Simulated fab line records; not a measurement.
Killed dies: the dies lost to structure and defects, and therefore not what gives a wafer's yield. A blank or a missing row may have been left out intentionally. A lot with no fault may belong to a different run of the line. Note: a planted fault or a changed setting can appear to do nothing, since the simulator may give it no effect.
Struck lot and sound lot, side by side | flow gf180mcu | 16 out of 602 route steps
Sound: wafers L780.1, L780.2, L780.5. Wafers L771.1, L771.2, L771.6 were the ones struck. The cause comes at the end.
At each step with rows: each side's tool, then ch and its chambers, then its first start. Under that, the readings that differ: sound wafers | struck wafers | difference of the means | sigmas: that difference in standard deviations of wafers without a fault.
alike: words and numbers the same on both sides, and readings whose means are apart by under 2 such deviations; not compared: readings that were withheld, readings missing a value for some wafer, numbers with overlapping values and no deviation given by the record, and bounds like >300 which may hide the same value.
The two part at a step that has a row with sigmas, a row that says differs or no value, or rows on one side only. When numbers do not overlap yet have no deviation, they are printed without sigmas and do not part them. Lack of a reading on every wafer of one side parts them only where that side has two or more wafers.

first, 3 steps without rows for these wafers: GF_V1_EXPOSE_11 (exposes mask Via1, target cd 260 nm); GF_V1_PEB_12 (peb time 90 s); GF_V1_DEVELOP_13 (develop time 60 s).
GF_V1_CD_MEAS_14: target cd 260 nm.
  sound on cdSem-01, day 23 14:24; struck on cdSem-02, day 20 06:49
  alike: cdNm
GF_V1_OVL_MEAS_15:
  sound on overlay-01, day 23 14:31; struck on overlay-02, day 20 06:56
  alike: V1_OVL
GF_V1_ETCH_16: etches BARC in N2/H2.
  sound on rieDiel-01 ch 0,3, day 23 14:33; struck on rieDiel-01 ch 0,3, day 20 06:59
  alike: drypumpMotorCurrentA, oesProductAu, throttleValvePct
GF_V1_ETCH_17: etches SiO2 in C4F8/O2/Ar, stops on TiN, target depth 630 nm.
  sound: rieDiel-01 ch 0,3; struck: rieDiel-01 ch 0,3
  alike: oesProductAu
GF_V1_STRIP_18: strips in O2/N2.
  sound on plasmaAsher-02 ch 0,1, day 23 14:41; struck on plasmaAsher-02 ch 0,1, day 20 07:07
  alike: drypumpMotorCurrentA, heaterPowerW, oesProductAu
  not compared: rfHoursCounterH
then, 2 steps without rows for these wafers: GF_V1_STRIP_19 (strips in post etch residue remover, time 1200 s); GF_V1_CLEAN_20 (cleans in DIW).
GF_V1_SPUTTER_21: material Ti, target thk 15 nm, time 80.02 s.
  sound on pvdSputter-03, day 23 15:13; struck on pvdSputter-01, day 20 07:40
  alike: throttleValvePct
GF_V1_SPUTTER_22: material TiN, target thk 10 nm, time 40 s.
  sound on pvdSputter-03, day 23 15:17; struck on pvdSputter-01, day 20 07:44
  alike: throttleValvePct
GF_V1_CVD_23: deposits W, target thk 350 nm, time 105.05 s.
  sound on cvdW-01 ch 0,1, day 23 15:19; struck on cvdW-02 ch 0,1, day 20 07:46
  no value came back on the struck wafers for chamberPressureTorr (Torr), heaterPowerOuterW (W), heaterPowerW (W); on the sound wafers chamberPressureTorr (Torr) reads 40.16 39.96 40.07
GF_V1_RS_MEAS_24: uses a four-point probe to measure.
  sound on filmMetro-03, day 23 15:26; struck on filmMetro-03, day 20 07:53
reading          | sound                | struck               | difference | sigmas
V1_W_RS (ohm/sq) | 0.3289 0.3271 0.3284 | 41.942 41.627 41.833 | +41.473    | +99 or more
GF_V1_THK_MEAS_25: measures by xrf.
  sound on filmMetro-03, day 23 15:33; struck on filmMetro-03, day 20 08:00
reading       | sound       | struck   | difference | sigmas
V1_W_THK (nm) | 330 332 330 | <0 <0 <0 | differs    | 
GF_V1_CMP_26: polishes, stops on SiO2, t overpolish 15 s, target thk 0 nm.
  sound on cmp-02 ch 0,2,3, day 23 15:37; struck on cmp-02 ch 0,3, day 20 08:04
reading             | sound    | struck | difference | sigmas
timeToEndpointS (s) | 89 89 87 | 7 8 4  | -82        | -26
  alike: motorCurrentA, platenRpm

WHERE THEY PART
Earliest at GF_V1_CVD_23; latest, in this record, at GF_V1_CMP_26.

WHY: what the simulator had put in
Entire step skipped (cvdW-02, GF_V1_CVD_23), from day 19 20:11 onward. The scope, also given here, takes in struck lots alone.
